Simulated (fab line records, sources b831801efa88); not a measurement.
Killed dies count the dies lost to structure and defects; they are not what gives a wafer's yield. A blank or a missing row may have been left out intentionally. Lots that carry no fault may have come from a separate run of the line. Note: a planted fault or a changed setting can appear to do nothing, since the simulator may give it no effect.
Which tool did it? -- flow gf180mcu -- 14 lots with 39 wafers sampled at 4 steps, on a route of 602 steps

## WHAT THE GAUGES READ, wafer by wafer
GF_V3_THK_MEAS_01. Usual: V3_CVD_00_THK 602 nm, standard deviation 5.2.
lot,measured,on,V3_CVD_00_THK (nm),flag
L701,day 21 08:31,film-metro-03,589 593 602,
L702,day 21 13:17,film-metro-04,601 603 591,
L704,day 22 12:07,film-metro-03,601 599 598,
L705,day 22 12:29,film-metro-03,600 595 602,
L707,day 23 11:44,film-metro-04,604 606 602,
L709,day 24 07:25,film-metro-03,598 596 598,
L712,day 25 11:53,film-metro-01,609 609 599,
L713,day 26 02:41,film-metro-04,600 600 604,
L714,day 26 07:01,film-metro-04,603 611 604,
L715,day 26 07:32,film-metro-01,604 601 603,
L716,day 26 12:08,film-metro-04,609,
L720,day 27 18:51,film-metro-04,605 601 599,
L719,day 27 14:33,film-metro-04,607 610,
L723,day 28 12:04,film-metro-01,590 598 595,

GF_V3_CD_MEAS_14 targets a cd of 260 nm. Usual: cd-nm at 260.1 nm, with a standard deviation of 1.
lot,measured,on,cd-nm (nm),flag
L701,day 22 07:40,cd-sem-01,260.7 260.3 260.8,
L702,day 22 12:34,cd-sem-02,259.9 259.4 259.0,
L704,day 23 11:07,cd-sem-02,259.6 260.2 259.9,
L705,day 23 11:46,cd-sem-02,262.5 261.3 263.2,
L707,day 24 10:17,cd-sem-02,259.6 261.2 259.0,
L709,day 25 06:26,cd-sem-01,261.6 260.9 261.2,
L712,day 26 09:56,cd-sem-01,260.3 260.4 259.7,
L713,day 27 00:37,cd-sem-02,260.6 259.7 260.8,
L714,day 27 05:10,cd-sem-02,259.9 261.7 260.7,
L715,day 27 05:31,cd-sem-02,260.2 259.3 260.6,
L716,day 27 10:05,cd-sem-02,271.4 271.2,OFF
L720,day 28 15:19,cd-sem-02,258.4 259.5 258.0,
L719,day 28 09:46,cd-sem-02,260.7 275.4 260.6 275.3,OFF
L723,day 29 08:12,cd-sem-02,257.8 257.9 259.9,

## TOOL THAT RAN EACH LOT (tool first, then ch and the chambers of the sampled wafers, then the start)
lot,GF_M3_SPUTTER_01,GF_V3_EXPOSE_11
L701,"pvd-sputter-04, day 20 07:31","krf-scanner-02 ch 0, day 21 20:37"
L702,"pvd-sputter-04, day 20 12:58","krf-scanner-02 ch 0, day 22 01:31"
L704,"pvd-sputter-02, day 21 11:20","krf-scanner-01 ch 0, day 22 23:56"
L705,"pvd-sputter-01, day 21 12:19","krf-scanner-01 ch 0, day 23 00:33"
L707,"pvd-sputter-02, day 22 11:40","krf-scanner-01 ch 0, day 23 23:17"
L709,"pvd-sputter-04, day 23 07:43","krf-scanner-02 ch 0, day 24 19:14"
L712,"pvd-sputter-02, day 24 13:46","krf-scanner-01 ch 0, day 25 23:01"
L713,"pvd-sputter-02, day 25 04:34","krf-scanner-01 ch 0, day 26 13:53"
L714,"pvd-sputter-01, day 25 08:59","krf-scanner-02 ch 0, day 26 18:26"
L715,"pvd-sputter-02, day 25 10:00","krf-scanner-02 ch 0, day 26 18:49"
L716,"pvd-sputter-02, day 25 17:29","krf-scanner-02 ch 0, day 26 23:38"
L720,"pvd-sputter-04, day 26 21:08","krf-scanner-01 ch 0, day 28 05:47"
L719,"pvd-sputter-02, day 27 04:17","krf-scanner-02 ch 0, day 28 00:31"
L723,"pvd-sputter-01, day 27 15:39","krf-scanner-01 ch 0, day 28 23:09"
- GF_M3_SPUTTER_01: material TiN, target thk 30 nm, time 25 s.
- GF_V3_EXPOSE_11: exposes mask Via3, target cd 260 nm.

## AS READ BY THE TOOLS THEMSELVES (means over the sampled wafers that have a number; for cases with no such wafer, the mark the record gives instead)
GF_M3_SPUTTER_01. Usual: throttle-valve-pct at 30.4 %, with a standard deviation of 1.1.
lot,tool,throttle-valve-pct (%),flag
L701,pvd-sputter-04,31.7,
L702,pvd-sputter-04,30.8,
L704,pvd-sputter-02,29.2,
L705,pvd-sputter-01,29.8,
L707,pvd-sputter-02,29.7,
L709,pvd-sputter-04,31.7,
L712,pvd-sputter-02,31.0,
L713,pvd-sputter-02,30.7,
L714,pvd-sputter-01,29.3,
L715,pvd-sputter-02,30.2,
L716,pvd-sputter-02,28.8,
L720,pvd-sputter-04,31.2,
L719,pvd-sputter-02,30.2,
L723,pvd-sputter-01,30.3,

## THE ANSWER, worked out from the rows above alone
Rule: lot off if the mean of its wafers having a number is beyond 3 standard deviations from the usual mean. Also off: a lot with no number at a reading for which 4 or more lots have one. Where the step has rows for the other lots, those lots are counted as sound. The gauges are gone through in route order, then the tools' own readings, and for those a lot's mean is taken as printed above. At the first step where some lot is off, the reading lying furthest off is the one used; lots without a number count as furthest.
Off, at GF_V3_CD_MEAS_14 on cd-nm: L716, L719.
If a tool, at a process step before that reading, ran all the lots that are off and no sound lot after the first of them, it fits. Those tools and the gauges at GF_V3_CD_MEAS_14 are tried in the same way. Undecided on this evidence; 2 tools fit (pvd-sputter-02 at GF_M3_SPUTTER_01, krf-scanner-02 at GF_V3_EXPOSE_11).

## WHAT WAS PUT IN BY THE SIMULATOR
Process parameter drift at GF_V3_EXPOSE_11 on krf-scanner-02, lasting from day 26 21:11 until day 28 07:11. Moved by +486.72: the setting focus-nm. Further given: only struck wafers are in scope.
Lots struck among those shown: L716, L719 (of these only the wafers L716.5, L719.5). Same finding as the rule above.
